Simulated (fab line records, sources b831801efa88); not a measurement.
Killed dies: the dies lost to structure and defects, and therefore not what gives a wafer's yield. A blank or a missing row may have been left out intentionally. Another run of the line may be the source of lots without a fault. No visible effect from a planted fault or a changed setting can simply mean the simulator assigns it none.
fab line records -- flow sky130
record: lots: 6, wafers: 18, lastDay: 50
route steps=708 shown CAPM@548 METAL3@555
lots that met no fault: taken from a fault-free run of the same line
startH: start of the lot's first displayed wafer, in hours after the record's first day -- waitH: hours since the lot's step before -- " repeats the value in the row above -- L1.1+2: one row covering several wafers at once -- - no value present, or no start provided -- * or withheld: withheld -- < > ~ a bound
route shown NAME@n: a module of which the file shows steps, and the number in the route of the first -- usual: mean/standard deviation taken from wafers without a fault -- same: alike in all rows -- chamber/n: place in a boat -- sites: per-site readings -- _std_site: the standard deviation of these -- _edge_site: outer sites' mean less inner sites' -- radiusMm: for every site, how far away it sits from the centre of the wafer -- mask NAME#n: copy n -- behind: the last tool/chamber to shape the wafer -- hold: cause of the lot's hold/its duration in hours/its outcome -- device: names the non-switching transistor (n, p or np) -- end of line: at the end of the route, the tests of the same wafers -- a step given without rows: its recipe and nothing more -- killed: not the wafer's yield, but the dies lost to structure and defects at the first sort -- map: per-die view of a wafer (x killed, . not killed, _ where there is no die)
set.NAME: the run value of the setting; set.NAME@STEP: its run value at that earlier step -- model.NAME: the simulator's own value behind a step, which no gauge read
lots at selected steps of the route; one table per step, one row per wafer
services: when a tool's chamber went out of use (startH, in hours from the record's first day, below 0 if earlier), for how many hours, and the reason
== steps ==
step: SKY_CAPM_DEVELOP_11
recipe: resist: NOVOLAK, developer: TMAH, developTimeS: 60, devTempC: 23
step: SKY_CAPM_OVL_MEAS_12
usual: CAPM_OVL: -1.7/1.2
lot.wafer,tool,chamber,startH,waitH,CAPM_OVL[nm]
L143.1,overlay-02,-,928.95,0.1,-1.9
L143.3,overlay-02,-,928.95,0.1,-0.8
L143.4,overlay-02,-,928.95,0.1,-1.5
L141.1,overlay-02,-,930.45,0.1,-1.2
L141.2,overlay-02,-,930.45,0.1,-1.5
L141.5,overlay-02,-,930.45,0.1,-1.4
L148.1,overlay-01,-,959.57,0.1,-1.9
L148.2,overlay-01,-,959.57,0.1,-2.8
L148.5,overlay-01,-,959.57,0.1,-1.8
L152.3,overlay-02,-,997.86,0.1,-3.2
L152.5,overlay-02,-,997.86,0.1,-2.2
L152.6,overlay-02,-,997.86,0.1,-1.6
L154.2,overlay-01,-,1006.30,0.1,0.6
L154.3,overlay-01,-,1006.30,0.1,-1.6
L154.5,overlay-01,-,1006.30,0.1,-0.6
L159.4,overlay-01,-,1033.79,0.1,-2.3
L159.5,overlay-01,-,1033.79,0.1,-2.3
L159.6,overlay-01,-,1033.79,0.1,-1.6
step: SKY_CAPM_METAL_ETCH_13
recipe: targetDepthNm: 220, stopOn: SiO2, chemistry: Cl2/BCl3, target: TiN, pressureMtorr: 10, icpW: 900, biasW: 48.5, Cl2_flow_sccm: 60, bcl3FlowSccm: 30, timeS: 62.9
usual: drypumpMotorCurrentA: 5.7/0.45, oesProductAu: 0.940/0.0061, throttleValvePct: 21.903/0.0097
same: timeS: 62.9
lot.wafer,tool,chamber,startH,waitH,drypumpMotorCurrentA,oesProductAu,rfHoursCounterH,throttleValvePct
L143.1,rieMetal-01,1,928.99,0.0,4.9,0.942,10,21.901
L143.3,rieMetal-01,0,928.99,0.0,5.7,0.945,-,21.911
L143.4,rieMetal-01,1,928.99,0.0,4.9,0.948,-,21.895
L141.1,rieMetal-02,0,930.49,0.0,5.7,0.935,13,21.904
L141.2,rieMetal-02,1,930.49,0.0,5.7,0.946,6,21.893
L141.5,rieMetal-02,1,930.49,0.0,5.7,0.937,-,21.910
L148.1,rieMetal-03,1,959.61,0.0,6.6,0.936,14,21.900
L148.2,rieMetal-03,0,959.61,0.0,5.7,0.934,4,21.907
L148.5,rieMetal-03,1,959.61,0.0,6.6,0.946,-,21.916
L152.3,rieMetal-02,1,997.91,0.0,5.7,0.942,-,21.909
L152.5,rieMetal-02,1,997.91,0.0,5.7,0.936,-,21.914
L152.6,rieMetal-02,0,997.91,0.0,5.7,0.948,-,21.891
L154.2,rieMetal-03,0,1006.33,0.0,5.7,0.938,7,21.886
L154.3,rieMetal-03,0,1006.33,0.0,5.7,0.937,-,21.897
L154.5,rieMetal-03,1,1006.33,0.0,6.6,0.944,-,21.895
L159.4,rieMetal-03,0,1033.84,0.0,5.7,0.930,-,21.911
L159.5,rieMetal-03,1,1033.84,0.0,6.6,0.935,-,21.905
L159.6,rieMetal-03,0,1033.84,0.0,5.7,0.938,-,21.898
step: SKY_CAPM_STRIP_14
recipe: chemistry: O2/N2, powerW: 1400, pressureMtorr: 1500, platenTempC: withheld, o2FlowSccm: 3000, n2FlowSccm: 300, overashFraction: 0.5
usual: drypumpMotorCurrentA: 5.8/0.48, oesProductAu: 0.711/0.0044, stripTimeToEndpointS: 12.65/0.037
lot.wafer,tool,chamber,startH,waitH,drypumpMotorCurrentA,oesProductAu,rfHoursCounterH,stripTimeToEndpointS
L143.1,plasmaAsher-01,0,929.06,0.1,5.0,0.708,48,12.63
L143.3,plasmaAsher-01,1,929.06,0.1,6.4,0.708,-,12.62
L143.4,plasmaAsher-01,0,929.06,0.1,4.9,0.710,-,12.62
L141.1,plasmaAsher-01,0,930.56,0.1,4.9,0.708,48,12.65
L141.2,plasmaAsher-01,1,930.56,0.1,6.4,0.705,48,12.67
L141.5,plasmaAsher-01,1,930.56,0.1,6.4,0.709,-,12.70
L148.1,plasmaAsher-04,1,959.69,0.1,5.5,0.713,114,12.56
L148.2,plasmaAsher-04,0,959.69,0.1,6.4,0.706,114,12.65
L148.5,plasmaAsher-04,0,959.69,0.1,6.4,0.716,-,12.67
L152.3,plasmaAsher-03,1,998.00,0.1,5.9,0.709,-,12.59
L152.5,plasmaAsher-03,0,998.00,0.1,5.5,0.720,-,12.61
L152.6,plasmaAsher-03,1,998.00,0.1,5.9,0.710,-,12.61
L154.2,plasmaAsher-04,1,1006.41,0.1,5.5,0.713,119,12.67
L154.3,plasmaAsher-04,1,1006.41,0.1,5.5,0.704,-,12.65
L154.5,plasmaAsher-04,1,1006.41,0.1,5.5,0.714,-,12.67
L159.4,plasmaAsher-03,1,1033.92,0.1,5.8,0.714,-,12.62
L159.5,plasmaAsher-03,0,1033.92,0.1,5.6,0.715,-,12.62
L159.6,plasmaAsher-03,1,1033.92,0.1,5.8,0.709,-,12.63
step: SKY_CAPM_STRIP_15
recipe: chemistry: postEtchResidueRemover, timeS: 1200, tempC: 72.5
step: SKY_CAPM_CLEAN_16
recipe: chemistry: IPA, timeS: 180, tempC: 25
step: SKY_CAPM_CLEAN_17
recipe: chemistry: O3/DIW, dry: n2Spin
step: SKY_METAL3_DEHYDRATE_05
recipe: tempC: 200, timeS: 60
step: SKY_METAL3_HMDS_06
recipe: primeTimeS: 60, primeTempC: 120
step: SKY_METAL3_COAT_07
recipe: resist: BARC, tempC: withheld, timeS: withheld, spinRpm: 3000, resistThkNm: 60
step: SKY_METAL3_COAT_08
recipe: resist: KrF-thick, spinRpm: 3000, resistThkNm: 1140
step: SKY_METAL3_SOFTBAKE_09
recipe: tempC: 100, timeS: 90, resist: KrF-thick
step: SKY_METAL3_EXPOSE_10
recipe: maskId: MM3, na: 0.68, sourceShape: annular, sigmaInner: 0.4, sigmaOuter: 0.8, targetCdNm: 300, doseMj: 28
usual: exposureDoseMJCm2: 27.94/0.032, focusOffsetNm: -0.1/0.52, stageVelMmS: 499.99/0.25
lot.wafer,tool,chamber,startH,waitH,mask,exposureDoseMJCm2,focusOffsetNm,stageVelMmS
L143.1,krfScanner-02,-,941.68,-,MM3#0,-,-,-
L143.3,krfScanner-02,-,941.68,-,MM3#0,-,-,-
L143.4,krfScanner-02,-,941.68,-,MM3#0,-,-,-
L141.1,krfScanner-01,-,943.47,-,MM3#0,-,-,-
L141.2,krfScanner-01,-,943.47,-,MM3#0,-,-,-
L141.5,krfScanner-01,-,943.47,-,MM3#0,-,-,-
L148.1,krfScanner-02,0,972.42,-,MM3#0,27.91,0.2,499.88
L148.2,krfScanner-02,0,972.42,-,MM3#0,27.90,-0.8,500.07
L148.5,krfScanner-02,0,972.42,-,MM3#0,27.89,-0.6,500.17
L152.3,krfScanner-02,0,1009.72,-,MM3#0,27.89,-0.4,500.52
L152.5,krfScanner-02,0,1009.72,-,MM3#0,27.91,0.0,500.16
L152.6,krfScanner-02,0,1009.72,-,MM3#0,27.91,-0.3,500.39
L154.2,krfScanner-02,0,1018.54,-,MM3#0,27.89,-0.7,500.01
L154.3,krfScanner-02,0,1018.54,-,MM3#0,27.93,-0.4,500.05
L154.5,krfScanner-02,0,1018.54,-,MM3#0,27.92,-0.7,499.99
L159.4,krfScanner-01,0,1046.66,-,MM3#0,27.96,-1.1,500.23
L159.5,krfScanner-01,0,1046.66,-,MM3#0,27.94,-0.6,500.42
L159.6,krfScanner-01,0,1046.66,-,MM3#0,27.98,-0.6,500.02
step: SKY_METAL3_PEB_11
recipe: pebTempC: withheld, pebTimeS: withheld, resist: KrF-thick
== services ==
tool,chamber,startH,hours,kind
krfScanner-02,-,905.11,2.2,repair
plasmaAsher-01,-,911.79,2.8,pm
plasmaAsher-03,-,916.36,0.9,repair
rieMetal-01,-,923.76,2.7,repair
krfScanner-02,-,926.76,1.3,pm
krfScanner-01,-,928.06,1.0,pm
krfScanner-01,-,945.34,4.4,pm
krfScanner-02,0,945.56,-,calibration
krfScanner-01,0,947.01,-,calibration
krfScanner-02,-,949.76,4.4,pm
plasmaAsher-04,-,961.61,3.5,repair
krfScanner-02,-,975.74,0.8,pm
rieMetal-01,-,985.16,2.6,repair
krfScanner-01,-,986.94,1.3,pm
rieMetal-01,1,998.53,12.9,repair
krfScanner-02,-,1016.78,0.3,repair
krfScanner-01,-,1041.14,3.6,pm
== key ==
firstSign: step: SKY_METAL3_EXPOSE_10, reading: toolRecord, direction: missing
effect none on later readings
metAt SKY_METAL3_EXPOSE_10
struckWafers L141.1,L141.2,L141.5,L143.1,L143.3,L143.4
laterRowsLeftOut L141.1,L141.2,L141.5,L143.1,L143.3,L143.4
sortLeftOut L141.1,L141.2,L141.5,L143.1,L143.3,L143.4
fault: kind: skippedStepWhole, tool: krfScanner-01,krfScanner-02, chamber: -, onsetH: 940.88, steps: SKY_METAL3_EXPOSE_10, scope: struckLotsOnly
sortLeftOut: the simulated sort isn't trusted on such a fault, so these wafers' sort isn't shown, and their yield isn't known
laterRowsLeftOut: the simulator's readings of these wafers behind a module that went badly wrong aren't trusted and aren't shown, but for the sort
